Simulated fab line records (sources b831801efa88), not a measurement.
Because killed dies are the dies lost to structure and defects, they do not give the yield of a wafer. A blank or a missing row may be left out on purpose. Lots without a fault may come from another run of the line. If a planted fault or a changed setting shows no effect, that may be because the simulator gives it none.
fab line records | flow sky130
record: lots: 12 wafers: 36 last-day: 50
route steps=708 shown PWDE@52 SONOS_ONO@172 SD_P@327 RES_XHIGH@360
lots with no fault: from the same line, run without faults
start-h: hours from the record's first day to the start of the lot's first wafer shown | wait-h: hours elapsed since this lot's preceding step | " as in the row above | L1.1+2: one row covering several wafers at once | - no value, or no start given | * or withheld: withheld | < > ~ a bound
route shown NAME@n: a module of which the file shows steps, and the number in the route of the first | usual: mean/standard deviation taken from wafers without a fault | same: alike in all rows | chamber/n: place in a boat | sites: each site's reading | _std_site: standard deviation across them | _edge_site: the outer-site mean with the inner-site mean subtracted | radius-mm: for every site, how far away it sits from the centre of the wafer | mask NAME#n: copy n | behind: the most recent tool/chamber to have shaped the wafer | hold: why the lot went on hold/how many hours it stayed there/how the hold came to an end | device: the n, p or np transistor that did not switch | end of line: the tests these same wafers got at the end of their route | a step with no rows: only its recipe | killed: the dies lost at the first sort to structure and to defects; this is not the yield of the wafer | map: dies across one wafer; x = killed, . = not, _ = none there
set.NAME: the setting the step ran with; set.NAME@STEP: the setting that earlier step ran with | model.NAME: the simulator's own value behind a step, which no gauge read
a sample of lots followed through the steps of the route, with each step as a table and each wafer as a row
services: the hour from which a tool's chamber was out of use, counted from the record's first day as start-h (under 0 if before that day), plus the number of hours and why
== steps ==
step: SKY_PWDE_OVL_MEAS_07
usual: PWDE_OVL: -0.2/1.3
columns lot.wafer tool chamber start-h wait-h PWDE_OVL[nm]
L537.2 overlay-02 - 73.38 - -0.4
L537.3 " - " " -0.7
L537.6 " - " " 0.8
L538.2 overlay-02 - 79.88 - 0.5
L538.4 " - " " 2.6
L538.6 " - " " 2.4
L539.2 overlay-02 - 83.93 - 0.4
L539.4 " - " " -0.5
L539.6 " - " " -2.1
L541.2 overlay-01 - 97.26 - 0.1
L541.3 " - " " -0.6
L541.6 " - " " 0.2
L542.2 overlay-01 - 104.38 - -2.2
L542.5 " - " " -1.0
L542.6 " - " " 0.2
L544.1 overlay-02 - 114.48 - -1.7
L544.2 " - " " 0.6
L544.3 " - " " 0.3
L548.2 overlay-01 - 134.61 - -0.5
L548.4 " - " " 1.4
L548.6 " - " " 1.1
L549.3 overlay-01 - 140.28 - -1.8
L549.5 " - " " -0.7
L549.6 " - " " -2.1
L550.1 overlay-02 - 149.90 - 0.7
L550.3 " - " " 1.4
L550.6 " - " " 0.4
L557.2 overlay-02 - 188.88 - -2.2
L557.4 " - " " -3.1
L557.5 " - " " -1.6
L559.1 overlay-02 - 197.50 - -0.7
L559.3 " - " " -0.3
L559.6 " - " " -0.1
L558.1 overlay-01 - 198.63 - 0.5
L558.5 " - " " 2.4
L558.6 " - " " 0.8
step: SKY_SONOS_ONO_CVD_04
recipe: material: SiO2 precursor: SiH4/N2O target-thk-nm: 5.7199 temp-c: 900 pressure-mtorr: 400
usual: spike-tc-bottom-C: 915.8/1.8 spike-tc-centre-C: 900.5/1 spike-tc-lower-C: 900.2/1.4 spike-tc-top-C: 911.0/3 spike-tc-upper-C: 900.1/1.1 susceptor-temp-C: 899.9/0.38 zone-power-top-pct: 34.1/0.82
columns lot.wafer tool chamber start-h wait-h spike-tc-bottom-C spike-tc-centre-C spike-tc-lower-C spike-tc-top-C spike-tc-upper-C susceptor-temp-C zone-power-top-pct
L537.2 lpcvd-03 0 256.39 0.0 918.0 900.2 900.7 908.2 898.9 899.8 35.5
L537.3 " 0 " " 917.2 900.1 902.5 907.9 900.7 900.1 35.5
L537.6 " 0 " " 919.0 901.9 901.2 906.7 899.6 899.8 35.5
L538.2 lpcvd-03 1 266.29 0.0 914.7 900.0 898.6 913.1 899.2 900.1 33.6
L538.4 " 1 " " 913.5 900.0 899.7 912.5 899.8 900.2 33.6
L538.6 " 1 " " 914.8 900.3 897.7 912.9 901.1 900.0 32.9
L539.2 lpcvd-03 1 276.89 0.0 915.2 898.7 899.1 913.2 899.8 900.1 33.6
L539.4 " 1 " " 915.7 901.8 899.1 912.5 898.6 900.5 33.8
L539.6 " 1 " " 915.4 901.0 898.5 914.8 900.5 900.0 33.8
L541.2 lpcvd-03 1 291.92 0.0 913.4 900.9 900.8 913.8 900.2 900.2 33.1
L541.3 " 1 " " 914.7 900.4 901.6 912.5 899.1 899.0 34.0
L541.6 " 1 " " 913.7 900.8 898.7 913.1 898.2 899.3 33.3
L542.2 lpcvd-03 1 305.98 0.0 914.9 901.1 900.3 912.6 898.5 899.9 33.6
L542.5 " 1 " " 913.6 899.5 898.1 913.4 899.5 900.5 33.4
L542.6 " 1 " " 916.6 901.2 899.5 912.8 901.2 900.3 33.6
L544.1 lpcvd-03 1 315.65 0.1 914.5 900.7 898.2 911.5 903.4 900.0 33.3
L544.2 " 1 " " 914.8 900.1 899.1 912.2 898.9 900.2 33.4
L544.3 " 1 " " 913.9 900.8 900.1 913.5 897.7 899.6 33.7
L548.2 lpcvd-03 1 344.66 0.0 944.1 928.8 927.9 940.8 928.3 927.8 35.0
L548.4 " 1 " " 942.2 927.6 927.3 942.8 927.9 927.9 34.8
L548.6 " 1 " " 942.2 928.6 927.0 939.9 927.1 928.0 35.6
L549.3 lpcvd-03 1 355.72 0.0 942.7 930.7 927.5 940.5 929.4 927.3 35.8
L549.5 " 1 " " 941.0 927.6 926.7 940.6 927.2 927.9 35.0
L549.6 " 1 " " 940.6 931.6 927.9 941.0 927.7 928.1 35.3
L550.1 lpcvd-03 1 370.73 0.1 942.4 927.6 926.2 938.6 928.2 928.3 35.0
L550.3 " 1 " " 942.4 928.3 928.0 940.8 926.1 928.5 35.9
L550.6 " 1 " " 941.7 928.2 928.3 940.6 929.3 928.0 35.3
L557.2 lpcvd-03 0 425.16 0.0 917.0 901.7 903.1 908.7 901.4 900.0 35.1
L557.4 " 0 " " 917.5 900.6 903.6 908.7 900.8 900.5 35.2
L557.5 " 0 " " 917.3 900.6 901.0 907.2 899.4 900.5 34.8
L559.1 lpcvd-03 0 432.63 0.1 918.1 901.4 902.6 907.0 900.9 899.6 34.6
L559.3 " 0 " " 916.8 901.9 899.0 905.6 902.0 899.7 34.9
L559.6 " 0 " " 917.1 900.9 904.2 909.2 902.2 898.6 34.6
L558.1 lpcvd-03 1 438.59 0.1 913.8 900.4 899.3 913.4 899.5 899.8 33.6
L558.5 " 1 " " 916.0 900.8 898.3 913.4 900.4 899.9 33.7
L558.6 " 1 " " 914.3 900.4 900.2 912.3 899.7 899.9 33.8
step: SKY_SONOS_ONO_THK_MEAS_05
recipe: reads: SiO2_of_SONOS_ONO_CVD_04
usual: SONOS_ONO_CVD_04_THK: 5.65/0.11
columns lot.wafer tool chamber start-h wait-h SONOS_ONO_CVD_04_THK[nm]
L537.2 film-metro-04 - 257.65 0.0 5.59
L537.3 " - " " 5.63
L537.6 " - " " 5.69
L538.2 film-metro-01 - 268.18 0.0 5.53
L538.4 " - " " 5.54
L538.6 " - " " 5.52
L539.2 film-metro-03 - 278.77 0.0 5.59
L539.4 " - " " 5.62
L539.6 " - " " 5.57
L541.2 film-metro-03 - 293.18 0.0 5.68
L541.3 " - " " 5.74
L541.6 " - " " 5.79
L542.2 film-metro-01 - 307.24 0.0 5.70
L542.5 " - " " 5.65
L542.6 " - " " 5.71
L544.1 film-metro-03 - 316.90 0.0 5.86
L544.2 " - " " 5.83
L544.3 " - " " 5.83
L548.2 film-metro-04 - 345.92 0.0 8.67
L548.4 " - " " 8.66
L548.6 " - " " 8.79
L549.3 film-metro-03 - 356.99 0.0 8.68
L549.5 " - " " 8.73
L549.6 " - " " 8.79
L550.1 film-metro-03 - 372.61 0.0 8.82
L550.3 " - " " 8.79
L550.6 " - " " 8.83
L557.2 film-metro-04 - 426.42 0.0 5.94
L557.4 " - " " 5.84
L557.5 " - " " 5.90
L559.1 film-metro-03 - 433.88 0.0 5.82
L559.3 " - " " 5.79
L559.6 " - " " 5.79
L558.1 film-metro-04 - 439.84 0.0 5.63
L558.5 " - " " 5.70
L558.6 " - " " 5.59
step: SKY_SD_P_CD_MEAS_07
recipe: target-cd-nm: 380
usual: cd-nm: 379.6/2.2
columns lot.wafer tool chamber start-h wait-h cd-nm
L537.2 cd-sem-02 - 588.64 0.1 379.4
L537.3 " - " " 380.2
L537.6 " - " " 378.0
L538.2 cd-sem-02 - 599.44 0.1 378.4
L538.4 " - " " 380.4
L538.6 " - " " 380.2
L539.2 cd-sem-02 - 613.94 0.1 377.5
L539.4 " - " " 377.1
L539.6 " - " " 376.3
L541.2 cd-sem-01 - 630.61 0.1 379.7
L541.3 " - " " 380.0
L541.6 " - " " 381.4
L542.2 cd-sem-02 - 643.89 0.1 379.5
L542.5 " - " " 380.5
L542.6 " - " " 379.3
L544.1 cd-sem-02 - 655.97 0.1 380.0
L544.2 " - " " 379.7
L544.3 " - " " 380.8
L548.2 cd-sem-01 - 685.51 0.1 382.0
L548.4 " - " " 382.8
L548.6 " - " " 381.0
L549.3 cd-sem-02 - 696.61 0.1 384.8
L549.5 " - " " 384.1
L549.6 " - " " 382.0
L550.1 cd-sem-02 - 709.24 0.1 380.8
L550.3 " - " " 382.7
L550.6 " - " " 381.0
L557.2 cd-sem-01 - 761.59 0.1 377.3
L557.4 " - " " 378.5
L557.5 " - " " 379.9
L559.1 cd-sem-02 - 770.42 0.1 380.3
L559.3 " - " " 380.6
L559.6 " - " " 380.8
L558.1 cd-sem-01 - 773.17 0.1 377.2
L558.5 " - " " 377.0
L558.6 " - " " 377.9
step: SKY_SD_N_RS_MEAS_18
recipe: thk-meas-gauge: four-point-probe
usual: RES_XHIGH_RS: 333.4/1.5
columns lot.wafer tool chamber start-h wait-h RES_XHIGH_RS[ohm/sq]
L537.2 film-metro-01 - 648.63 0.1 331.0
L537.3 " - " " 330.9
L537.6 " - " " 330.8
L538.2 film-metro-02 - 658.92 0.1 333.7
L538.4 " - " " 333.9
L538.6 " - " " 332.7
L539.2 film-metro-02 - 673.13 0.1 334.9
L539.4 " - " " 334.6
L539.6 " - " " 334.1
L541.2 film-metro-01 - 689.58 0.1 330.2
L541.3 " - " " 331.3
L541.6 " - " " 330.8
L542.2 film-metro-02 - 702.15 0.1 334.7
L542.5 " - " " 334.9
L542.6 " - " " 335.0
L544.1 film-metro-02 - 713.36 0.1 334.4
L544.2 " - " " 331.7
L544.3 " - " " 332.7
L548.2 film-metro-01 - 742.77 0.1 332.0
L548.4 " - " " 333.1
L548.6 " - " " 333.3
L549.3 film-metro-03 - 752.99 0.1 334.2
L549.5 " - " " 333.5
L549.6 " - " " 333.2
L550.1 film-metro-02 - 765.65 0.1 334.6
L550.3 " - " " 333.4
L550.6 " - " " 335.1
L557.2 film-metro-02 - 815.95 0.1 334.4
L557.4 " - " " 334.5
L557.5 " - " " 334.9
L559.1 film-metro-02 - 824.38 0.1 336.4
L559.3 " - " " 334.9
L559.6 " - " " 336.1
L558.1 film-metro-03 - 826.85 0.1 335.7
L558.5 " - " " 333.1
L558.6 " - " " 335.2
== services ==
columns tool chamber start-h hours kind
lpcvd-03 - 259.83 6.1 pm
== key ==
first-sign: step: SKY_SONOS_ONO_CVD_04 reading: susceptor-temp-C direction: up sigmas: 74 usual: * struck: *
effect: step: SKY_SONOS_ONO_CVD_04 reading: spike-tc-centre-C direction: up sigmas: 28 usual: 900.5 struck: 928.8
effect: step: SKY_SONOS_ONO_THK_MEAS_05 reading: SONOS_ONO_CVD_04_THK direction: up sigmas: 28 usual: 5.65 struck: 8.75
met-at SKY_SONOS_ONO_CVD_04
struck-lots L548,L549,L550
tester-left-out L548,L549,L550
not-acting-at SKY_PWDE_OVL_MEAS_07,SKY_SD_P_CD_MEAS_07,SKY_SD_N_RS_MEAS_18
onset-between 315.65 344.66
fault: kind: process-parameter-drift tool: lpcvd-03 chamber: - onset-h: 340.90 steps: SKY_SONOS_ONO_CVD_04 channel: temp-c offset: * shape: step end-h: 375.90 stated: *
tester-left-out: of these lots the tester's yield and bins aren't shown, on N5 and GAA mostly nor the transistor test; their killed dies are dies lost to structure and defects alone, not to doping, threshold or leakage, so they don't give the yield
